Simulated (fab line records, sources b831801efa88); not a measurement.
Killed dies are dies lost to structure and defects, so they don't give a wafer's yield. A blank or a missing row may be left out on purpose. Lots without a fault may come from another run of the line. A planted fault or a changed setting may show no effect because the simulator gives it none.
Chamber matching | flow sfq_line | SFQ_TRILAYER_I1_CMP_CMP_046 on cmp-01: 4 sister chambers
The step polishes SiO2. 4 wafers are shown with their chamber, then 7 later ones without.

WAFERS WITH THEIR CHAMBER
wafer  | chamber | motor_current_A (A)
L794.1 | 1       | 10.5
L803.3 | 0       | 8.4
L808.1 | 2       | 8.0
L808.3 | 3       | 12.6

WAFERS WITHOUT THEIR CHAMBER
wafer  | motor_current_A (A)
L808.6 | 9.7
L815.1 | 9.8
L815.3 | 12.9
L815.6 | 9.9
L816.2 | 10.0
L816.5 | 10.1
L816.6 | 8.3

WHICH CHAMBER EACH WENT THROUGH
wafer  | from the rows above          | in truth
L808.6 | can't be placed: 1 or 0 or 2 | 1
L815.1 | can't be placed: 1 or 0      | 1
L815.3 | 3                            | 3
L815.6 | can't be placed: 1 or 0      | 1
L816.2 | 1                            | 1
L816.5 | 1                            | 1
L816.6 | can't be placed: 0 or 2      | 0
Placed correctly: 3 of 7. Can't be placed from these rows: 4 (the true chamber is among the candidates in 4). Placed wrongly: 0.
How it was worked out, from the rows above alone: a wafer's distance from a chamber is the root of the sum, over the readings, of the square of ((its reading less the chamber's mean) divided by the reading's scatter). The wafer belongs to the nearest chamber; if the next one is less than 2 further off, it can't be placed. A chamber's mean is the mean of its shown wafers. The scatter: with one shown wafer a chamber, the root of the mean of the squares of how far each hidden wafer lies from its nearest shown one.
